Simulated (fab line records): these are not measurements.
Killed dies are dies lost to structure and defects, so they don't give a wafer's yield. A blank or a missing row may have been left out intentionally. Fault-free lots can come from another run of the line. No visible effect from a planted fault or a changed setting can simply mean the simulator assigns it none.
The tool behind it: which one? ; flow gf180mcu ; 7 lots, 21 wafers sampled, at 2 steps of a route of 602

WHAT THE GAUGES SHOWED, per wafer
GF_DUAL_GATE_OVL_MEAS_11.
lot;measured;on;DUAL_GATE_OVL (nm)
L707;day 8 16:27;overlay-01;0.0 -1.1 -3.1
L709;day 9 08:36;overlay-01;-0.1 -2.1 -1.9
L714;day 10 15:06;overlay-02;-0.9 -0.4 -2.8
L718;day 11 18:10;overlay-01;-0.3 1.3 -0.5
L721;day 12 15:36;overlay-02;-2.5 0.9 -0.4
L726;day 14 02:09;overlay-02;-5.0 -4.8 -4.5
L728;day 14 19:41;overlay-02;68.5 70.6 70.0

EACH LOT AND THE TOOL THAT RAN IT (in order: tool; ch and the chambers of the sampled wafers; start)
lot;GF_DUAL_GATE_EXPOSE_08
L707;iline-stepper-01 ch 0, day 8 08:01
L709;iline-stepper-01 ch 0, day 9 00:39
L714;iline-stepper-01 ch 0, day 10 05:53
L718;iline-stepper-02 ch 0, day 11 09:26
L721;iline-stepper-01 ch 0, day 12 06:09
L726;iline-stepper-02 ch 0, day 13 16:02
L728;iline-stepper-01 ch 0, day 14 08:59
- GF_DUAL_GATE_EXPOSE_08: exposes mask Dualgate, target cd 700 nm.

THE ANSWER, worked out from the rows above alone
Rule: the usual values come from the lots themselves. The widest of any qualifying gaps counts: lots, ordered by their means at a reading, are off when they make up no more than a third of the lots, leave a main group of 4 or more, and stand apart from it by 3 or more times the standard deviation of that group's means. Not used: any main group whose means are identical at the precision the tables above print for the reading. Also off: a lot with no number at a reading for which 4 or more lots have one. Where the step has rows for the other lots, those lots are counted as sound.
Off: at GF_DUAL_GATE_OVL_MEAS_11 (DUAL_GATE_OVL), L728. The main group has a mean of -1.6 nm with a standard deviation of 1.5.
A tool fits if, at a process step before that reading, it ran every lot that is off, and no sound lot after the first of them. Those tools and the gauges at GF_DUAL_GATE_OVL_MEAS_11 are tried in the same way. Can't be told from this: 2 tools fit, iline-stepper-01 at GF_DUAL_GATE_EXPOSE_08, overlay-02 at GF_DUAL_GATE_OVL_MEAS_11.

WHAT WAS PUT IN BY THE SIMULATOR
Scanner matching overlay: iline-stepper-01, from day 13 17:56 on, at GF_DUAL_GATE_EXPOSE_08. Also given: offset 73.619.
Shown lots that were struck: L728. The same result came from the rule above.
